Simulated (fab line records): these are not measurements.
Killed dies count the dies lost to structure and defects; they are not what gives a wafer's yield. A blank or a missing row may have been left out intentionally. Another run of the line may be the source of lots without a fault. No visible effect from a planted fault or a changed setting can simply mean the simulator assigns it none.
The tool behind it: which one? + flow gf180mcu + Sampling: 24 lots, 72 wafers, 6 of 602 route steps

WHAT THE GAUGES READ, wafer by wafer
Not one reading of a measure or inspect step in the record can be checked against a usual standard deviation.

WHICH TOOL RAN EACH LOT (tool, then ch and the chambers of the sampled wafers, then the start)
| lot  | GF_V1_CMP_04                  | GF_M3_SPUTTER_04             | GF_M3_METAL_ETCH_16               | GF_MIM_SPUTTER_01            | GF_V5_CMP_04                  | GF_PASSIVATION_STRIP_12              |
|------|-------------------------------|------------------------------|-----------------------------------|------------------------------|-------------------------------|--------------------------------------|
| L074 | cmp-02 ch 1,2,3, day 17 01:10 | pvd_sputter-02, day 20 06:01 | rie_metal-03 ch 0,1, day 21 06:29 | pvd_sputter-01, day 24 08:57 | cmp-02 ch 2,3, day 26 06:03   | plasma_asher-04 ch 0,1, day 28 22:06 |
| L075 | cmp-02 ch 2,3, day 17 06:36   | pvd_sputter-02, day 20 11:07 | rie_metal-02 ch 1, day 21 11:02   | pvd_sputter-01, day 24 13:02 | cmp-02 ch 1,3, day 26 10:05   | plasma_asher-02 ch 0,1, day 29 00:15 |
| L076 | cmp-01 ch 0,1,2, day 17 20:39 | pvd_sputter-02, day 21 02:53 | rie_metal-03 ch 0,1, day 22 01:56 | pvd_sputter-01, day 25 02:47 | cmp-01 ch 1,2,3, day 26 23:10 | plasma_asher-02 ch 0,1, day 29 13:36 |
| L077 | cmp-02 ch 0,1,3, day 18 08:22 | pvd_sputter-01, day 21 15:08 | rie_metal-04 ch 0,1, day 22 14:14 | pvd_sputter-02, day 25 14:18 | cmp-01 ch 0,3, day 27 09:53   | plasma_asher-02 ch 0,1, day 29 23:30 |
| L078 | cmp-02 ch 0,1,2, day 18 19:58 | pvd_sputter-02, day 22 01:38 | rie_metal-03 ch 0,1, day 23 00:44 | pvd_sputter-03, day 26 00:25 | cmp-02 ch 0,1,3, day 27 18:48 | plasma_asher-01 ch 0,1, day 30 08:00 |
| L079 | cmp-01 ch 0,2, day 19 01:50   | pvd_sputter-01, day 22 07:43 | rie_metal-02 ch 0,1, day 23 06:44 | pvd_sputter-01, day 26 05:27 | cmp-01 ch 0,2,3, day 27 23:57 | plasma_asher-01 ch 0, day 30 12:24   |
| L081 | cmp-01 ch 1,2,3, day 19 21:37 | pvd_sputter-01, day 23 01:05 | rie_metal-03 ch 0,1, day 23 23:56 | pvd_sputter-01, day 26 21:46 | cmp-01 ch 1,2,3, day 28 14:57 | plasma_asher-02 ch 0,1, day 31 02:30 |
| L080 | cmp-01 ch 0,2,3, day 19 22:55 | pvd_sputter-01, day 23 03:05 | rie_metal-02 ch 0,1, day 24 01:44 | pvd_sputter-01, day 27 01:03 | cmp-01 ch 0,2, day 28 17:19   | plasma_asher-01 ch 0,1, day 31 04:48 |
| L082 | cmp-01 ch 1,2,3, day 20 08:19 | pvd_sputter-01, day 23 12:20 | rie_metal-02 ch 1, day 24 10:59   | pvd_sputter-02, day 27 08:53 | cmp-01 ch 0,1, day 29 02:13   | plasma_asher-01 ch 1, day 31 12:03   |
| L083 | cmp-01 ch 1,2,3, day 20 14:54 | pvd_sputter-02, day 23 18:26 | rie_metal-04 ch 0, day 24 15:47   | pvd_sputter-03, day 27 12:25 | cmp-01 ch 1,2,3, day 29 05:48 | plasma_asher-04 ch 0,1, day 31 15:09 |
| L084 | cmp-01 ch 0,1,3, day 21 03:25 | pvd_sputter-03, day 24 06:24 | rie_metal-04 ch 0,1, day 25 04:47 | pvd_sputter-02, day 28 00:13 | cmp-01 ch 0,1,3, day 29 16:37 | plasma_asher-04 ch 0,1, day 32 01:00 |
| L085 | cmp-02 ch 2,3, day 21 09:12   | pvd_sputter-02, day 24 10:58 | rie_metal-03 ch 0,1, day 25 08:32 | pvd_sputter-01, day 28 03:56 | cmp-02 ch 0,2,3, day 29 20:22 | plasma_asher-02 ch 0, day 32 04:27   |
| L086 | cmp-02 ch 1,2, day 21 15:22   | pvd_sputter-02, day 24 17:05 | rie_metal-04 ch 0,1, day 25 14:14 | pvd_sputter-02, day 28 08:54 | cmp-01 ch 1,2,3, day 30 01:35 | plasma_asher-02 ch 0,1, day 32 09:53 |
| L087 | cmp-02 ch 1,2,3, day 22 05:10 | pvd_sputter-02, day 25 05:59 | rie_metal-02 ch 0,1, day 26 03:05 | pvd_sputter-03, day 28 21:24 | cmp-02 ch 0,2, day 30 11:11   | plasma_asher-02 ch 0,1, day 32 18:32 |
| L088 | cmp-01 ch 1,3, day 22 08:36   | pvd_sputter-01, day 25 09:13 | rie_metal-02 ch 0,1, day 26 06:53 | pvd_sputter-01, day 29 01:23 | cmp-01 ch 0,2, day 30 16:32   | plasma_asher-04 ch 0,1, day 32 23:27 |
| L089 | cmp-02 ch 0,2,3, day 22 18:36 | pvd_sputter-02, day 25 16:41 | rie_metal-02 ch 1, day 26 13:26   | pvd_sputter-02, day 29 06:51 | cmp-01 ch 1,2, day 30 21:06   | plasma_asher-01 ch 0,1, day 33 03:36 |
| L090 | cmp-01 ch 1,2, day 23 01:31   | pvd_sputter-01, day 26 01:44 | rie_metal-03 ch 0,1, day 26 23:05 | pvd_sputter-01, day 29 16:11 | cmp-02 ch 1,2, day 31 06:00   | plasma_asher-04 ch 0,1, day 33 11:06 |
| L091 | cmp-01 ch 1,3, day 23 08:04   | pvd_sputter-03, day 26 06:08 | rie_metal-04 ch 0, day 27 02:41   | pvd_sputter-02, day 29 18:33 | cmp-01 ch 1,2,3, day 31 09:12 | plasma_asher-02 ch 0,1, day 33 13:42 |
| L092 | cmp-02 ch 0,2,3, day 23 14:40 | pvd_sputter-02, day 26 12:40 | rie_metal-02 ch 0,1, day 27 09:38 | pvd_sputter-03, day 30 02:04 | cmp-02 ch 0,1,2, day 31 15:45 | plasma_asher-04 ch 0,1, day 33 19:36 |
| L093 | cmp-02 ch 0,2,3, day 23 21:21 | pvd_sputter-02, day 26 17:55 | rie_metal-03 ch 0,1, day 27 14:44 | pvd_sputter-02, day 30 06:46 | cmp-02 ch 0,1,3, day 31 20:21 | plasma_asher-02 ch 0,1, day 34 00:15 |
| L094 | cmp-01 ch 1,2,3, day 24 07:02 | pvd_sputter-02, day 27 03:49 | rie_metal-04 ch 0,1, day 27 23:58 | pvd_sputter-02, day 30 15:06 | cmp-01 ch 0,1,3, day 32 03:38 | plasma_asher-04 ch 0,1, day 34 05:59 |
| L095 | cmp-02 ch 0,1, day 24 17:56   | pvd_sputter-02, day 27 14:50 | rie_metal-04 ch 0,1, day 28 10:29 | pvd_sputter-02, day 31 00:25 | cmp-02 ch 0,1,3, day 32 12:43 | plasma_asher-04 ch 0,1, day 34 14:57 |
| L096 | cmp-01 ch 0,2,3, day 25 00:30 | pvd_sputter-02, day 27 19:26 | rie_metal-02 ch 0,1, day 28 14:59 | pvd_sputter-02, day 31 04:12 | cmp-02 ch 1,2, day 32 16:17   | plasma_asher-01 ch 0,1, day 34 19:00 |
| L097 | cmp-01 ch 0,1, day 25 04:27   | pvd_sputter-03, day 27 22:26 | rie_metal-04 ch 0,1, day 28 18:20 | pvd_sputter-01, day 31 07:26 | cmp-02 ch 1,2, day 32 18:27   | plasma_asher-01 ch 0,1, day 34 19:45 |
- GF_V1_CMP_04: polishes SiO2.
- GF_M3_SPUTTER_04: material TiN, target thk 50 nm, time 41.7 s.
- GF_M3_METAL_ETCH_16: etches the open film in Cl2/BCl3, stops on SiO2, target depth 750.8 nm, time 125.1 s.
- GF_MIM_SPUTTER_01: material TiN, target thk 30 nm, time 25 s.
- GF_V5_CMP_04: polishes SiO2.
- GF_PASSIVATION_STRIP_12: strips in O2/N2.

AS READ BY THE TOOLS THEMSELVES (means over the sampled wafers that have a number; for cases with no such wafer, the mark the record gives instead)
GF_V1_CMP_04.
| lot  | tool   | motor_current_A (A) | slurry_flow_ml_min | time_to_endpoint_s (s) |
|------|--------|---------------------|--------------------|------------------------|
| L074 | cmp-02 | 12.9                | 149.8              | 77                     |
| L075 | cmp-02 | 12.7                | 150.0              | 74                     |
| L076 | cmp-01 | 12.0                | 150.0              | 84                     |
| L077 | cmp-02 | 12.0                | 149.9              | 83                     |
| L078 | cmp-02 | 12.5                | 150.0              | 75                     |
| L079 | cmp-01 | 11.4                | 149.6              | 80                     |
| L081 | cmp-01 | 12.6                | 150.0              | 83                     |
| L080 | cmp-01 | 11.6                | 149.7              | 76                     |
| L082 | cmp-01 | 12.4                | 150.1              | 84                     |
| L083 | cmp-01 | 12.8                | 149.9              | 79                     |
| L084 | cmp-01 | 12.1                | 149.5              | 84                     |
| L085 | cmp-02 | 13.0                | 149.8              | 81                     |
| L086 | cmp-02 | 13.4                | 149.5              | 84                     |
| L087 | cmp-02 | 12.7                | 150.3              | 81                     |
| L088 | cmp-01 | 12.2                | 149.9              | 81                     |
| L089 | cmp-02 | 13.2                | 149.8              | 83                     |
| L090 | cmp-01 | 13.0                | 149.9              | 85                     |
| L091 | cmp-01 | 12.2                | 150.4              | 83                     |
| L092 | cmp-02 | 13.9                | 150.1              | 75                     |
| L093 | cmp-02 | 13.9                | 150.3              | 82                     |
| L094 | cmp-01 | 12.3                | 150.1              | 85                     |
| L095 | cmp-02 | 13.3                | 150.0              | 86                     |
| L096 | cmp-01 | 11.7                | 149.7              | 83                     |
| L097 | cmp-01 | 11.8                | 150.3              | 89                     |

GF_M3_SPUTTER_04.
| lot  | tool           | throttle_valve_pct (%) |
|------|----------------|------------------------|
| L074 | pvd_sputter-02 | 29.1                   |
| L075 | pvd_sputter-02 | 29.2                   |
| L076 | pvd_sputter-02 | 29.3                   |
| L077 | pvd_sputter-01 | 29.1                   |
| L078 | pvd_sputter-02 | 29.0                   |
| L079 | pvd_sputter-01 | 29.8                   |
| L081 | pvd_sputter-01 | 29.2                   |
| L080 | pvd_sputter-01 | 29.9                   |
| L082 | pvd_sputter-01 | 28.9                   |
| L083 | pvd_sputter-02 | 29.3                   |
| L084 | pvd_sputter-03 | 30.7                   |
| L085 | pvd_sputter-02 | 28.9                   |
| L086 | pvd_sputter-02 | 28.9                   |
| L087 | pvd_sputter-02 | 29.0                   |
| L088 | pvd_sputter-01 | 29.4                   |
| L089 | pvd_sputter-02 | 29.5                   |
| L090 | pvd_sputter-01 | 29.9                   |
| L091 | pvd_sputter-03 | 31.2                   |
| L092 | pvd_sputter-02 | 29.0                   |
| L093 | pvd_sputter-02 | 29.4                   |
| L094 | pvd_sputter-02 | 29.6                   |
| L095 | pvd_sputter-02 | 28.9                   |
| L096 | pvd_sputter-02 | 29.3                   |
| L097 | pvd_sputter-03 | 30.6                   |

GF_M3_METAL_ETCH_16.
| lot  | tool         | drypump_motor_current_A (A) | oes_product_au (a.u.) | throttle_valve_pct (%) |
|------|--------------|-----------------------------|-----------------------|------------------------|
| L074 | rie_metal-03 | 5.6                         | 0.988                 | 28.234                 |
| L075 | rie_metal-02 | 6.1                         | 0.998                 | 28.227                 |
| L076 | rie_metal-03 | 5.6                         | 0.985                 | 28.234                 |
| L077 | rie_metal-04 | 6.3                         | 0.995                 | 28.227                 |
| L078 | rie_metal-03 | 5.6                         | 0.992                 | 28.220                 |
| L079 | rie_metal-02 | 5.8                         | 0.986                 | 28.231                 |
| L081 | rie_metal-03 | 5.8                         | 0.984                 | 28.232                 |
| L080 | rie_metal-02 | 5.8                         | 0.987                 | 28.234                 |
| L082 | rie_metal-02 | 6.1                         | 0.989                 | 28.235                 |
| L083 | rie_metal-04 | 5.7                         | 0.985                 | 28.236                 |
| L084 | rie_metal-04 | 6.3                         | 0.986                 | 28.247                 |
| L085 | rie_metal-03 | 5.7                         | 0.991                 | 28.236                 |
| L086 | rie_metal-04 | 6.3                         | 0.988                 | 28.229                 |
| L087 | rie_metal-02 | 5.4                         | 0.990                 | 28.225                 |
| L088 | rie_metal-02 | 5.4                         | 0.988                 | 28.223                 |
| L089 | rie_metal-02 | 6.1                         | 0.986                 | 28.228                 |
| L090 | rie_metal-03 | 5.6                         | 0.986                 | 28.237                 |
| L091 | rie_metal-04 | 5.7                         | 0.985                 | 28.231                 |
| L092 | rie_metal-02 | 5.4                         | 0.994                 | 28.242                 |
| L093 | rie_metal-03 | 5.8                         | 0.983                 | 28.235                 |
| L094 | rie_metal-04 | 6.0                         | 0.989                 | 28.237                 |
| L095 | rie_metal-04 | 6.0                         | 0.981                 | 28.232                 |
| L096 | rie_metal-02 | 5.8                         | 0.988                 | 28.228                 |
| L097 | rie_metal-04 | 6.3                         | 0.981                 | 28.227                 |

GF_MIM_SPUTTER_01.
| lot  | tool           | throttle_valve_pct (%) |
|------|----------------|------------------------|
| L074 | pvd_sputter-01 | 29.0                   |
| L075 | pvd_sputter-01 | 29.5                   |
| L076 | pvd_sputter-01 | 29.2                   |
| L077 | pvd_sputter-02 | 29.2                   |
| L078 | pvd_sputter-03 | 30.6                   |
| L079 | pvd_sputter-01 | 29.4                   |
| L081 | pvd_sputter-01 | 29.5                   |
| L080 | pvd_sputter-01 | 29.5                   |
| L082 | pvd_sputter-02 | 29.3                   |
| L083 | pvd_sputter-03 | 31.1                   |
| L084 | pvd_sputter-02 | 29.1                   |
| L085 | pvd_sputter-01 | 29.9                   |
| L086 | pvd_sputter-02 | 29.0                   |
| L087 | pvd_sputter-03 | 30.7                   |
| L088 | pvd_sputter-01 | 30.2                   |
| L089 | pvd_sputter-02 | 29.4                   |
| L090 | pvd_sputter-01 | 29.6                   |
| L091 | pvd_sputter-02 | 28.8                   |
| L092 | pvd_sputter-03 | 30.9                   |
| L093 | pvd_sputter-02 | 29.4                   |
| L094 | pvd_sputter-02 | 29.4                   |
| L095 | pvd_sputter-02 | 29.4                   |
| L096 | pvd_sputter-02 | 29.3                   |
| L097 | pvd_sputter-01 | 29.3                   |

GF_V5_CMP_04.
| lot  | tool   | motor_current_A (A) | slurry_flow_ml_min |
|------|--------|---------------------|--------------------|
| L074 | cmp-02 | 13.8                | 150.1              |
| L075 | cmp-02 | 11.4                | 149.8              |
| L076 | cmp-01 | 12.4                | 150.1              |
| L077 | cmp-01 | 11.6                | 150.0              |
| L078 | cmp-02 | 12.2                | 150.4              |
| L079 | cmp-01 | 12.0                | 150.0              |
| L081 | cmp-01 | 12.4                | 149.8              |
| L080 | cmp-01 | 10.9                | 150.3              |
| L082 | cmp-01 | 11.1                | 150.1              |
| L083 | cmp-01 | 12.2                | 150.2              |
| L084 | cmp-01 | 11.7                | 150.1              |
| L085 | cmp-02 | 13.5                | 150.0              |
| L086 | cmp-01 | 12.6                | 150.4              |
| L087 | cmp-02 | 14.4                | 149.9              |
| L088 | cmp-01 | 11.2                | 150.5              |
| L089 | cmp-01 | 12.6                | 150.3              |
| L090 | cmp-02 | 11.8                | 149.7              |
| L091 | cmp-01 | 12.2                | 150.1              |
| L092 | cmp-02 | 12.8                | 150.3              |
| L093 | cmp-02 | 12.4                | 150.2              |
| L094 | cmp-01 | 12.0                | 149.8              |
| L095 | cmp-02 | 12.2                | 150.2              |
| L096 | cmp-02 | 13.0                | 149.9              |
| L097 | cmp-02 | 13.1                | 149.9              |

GF_PASSIVATION_STRIP_12.
| lot  | tool            | drypump_motor_current_A (A) | heater_power_w (W) | o2_flow_sccm (sccm) | oes_product_au (a.u.) | strip_time_to_endpoint_s (s) |
|------|-----------------|-----------------------------|--------------------|---------------------|-----------------------|------------------------------|
| L074 | plasma_asher-04 | 6.27                        | 366                | 3000                | 0.716                 | 33.34                        |
| L075 | plasma_asher-02 | 6.44                        | 349                | 2995                | 0.720                 | 33.16                        |
| L076 | plasma_asher-02 | 6.25                        | 327                | 2997                | 0.721                 | 32.78                        |
| L077 | plasma_asher-02 | 6.44                        | 348                | 2993                | 0.717                 | 32.75                        |
| L078 | plasma_asher-01 | 6.53                        | 359                | 3006                | 0.717                 | 33.15                        |
| L079 | plasma_asher-01 | 6.56                        | 353                | 2990                | 0.717                 | 32.88                        |
| L081 | plasma_asher-02 | 6.47                        | 346                | 3002                | 0.719                 | 33.04                        |
| L080 | plasma_asher-01 | 6.53                        | 357                | 3004                | 0.717                 | 33.11                        |
| L082 | plasma_asher-01 | 6.54                        | 368                | 2989                | 0.720                 | 32.91                        |
| L083 | plasma_asher-04 | 6.30                        | 369                | 3002                | 0.721                 | 32.88                        |
| L084 | plasma_asher-04 | 6.29                        | 368                | 3015                | 0.718                 | 32.98                        |
| L085 | plasma_asher-02 | 6.06                        | 311                | 3010                | 0.716                 | 32.73                        |
| L086 | plasma_asher-02 | 6.46                        | 347                | 3005                | 0.722                 | 33.12                        |
| L087 | plasma_asher-02 | 6.46                        | 343                | 3002                | 0.716                 | 32.77                        |
| L088 | plasma_asher-04 | 6.29                        | 366                | 2997                | 0.716                 | 32.92                        |
| L089 | plasma_asher-01 | 6.54                        | 359                | 3007                | 0.721                 | 33.07                        |
| L090 | plasma_asher-04 | 6.30                        | 372                | 3009                | 0.726                 | 33.25                        |
| L091 | plasma_asher-02 | 6.27                        | 332                | 3000                | 0.719                 | 32.74                        |
| L092 | plasma_asher-04 | 6.30                        | 364                | 3011                | 0.720                 | 32.92                        |
| L093 | plasma_asher-02 | 6.24                        | 329                | 3002                | 0.717                 | 32.82                        |
| L094 | plasma_asher-04 | 6.31                        | 385                | 3004                | 0.720                 | 32.91                        |
| L095 | plasma_asher-04 | 6.32                        | 365                | 2993                | 0.719                 | 32.97                        |
| L096 | plasma_asher-01 | 6.52                        | 363                | 3004                | 0.720                 | 32.78                        |
| L097 | plasma_asher-01 | 6.56                        | 360                | 3008                | 0.721                 | 33.22                        |

THE ANSWER, worked out from the rows above alone
Rule: the usual values come from the lots themselves. Put in order of their means at a reading, lots are off if they are a third of the lots or fewer, leave a main group of 4 or more, and stand apart from it by a gap of 3 or more times the standard deviation of the main group's means; of several such gaps the widest counts. A main group whose means are all the same, to the digits that the tables above print for the reading, isn't used. Also off: a lot with no number at a reading for which 4 or more lots have one. All remaining lots with rows at the step are treated as sound. After the gauges, taken in route order, come the tools' own readings; for these a lot's mean is taken, as printed above. At the first step where some lot is off, the reading lying furthest off is the one used; lots without a number count as furthest.
No lot is off on any of the readings shown, so nothing can be concluded from this.

WHAT HAD BEEN PUT IN BY THE SIMULATOR
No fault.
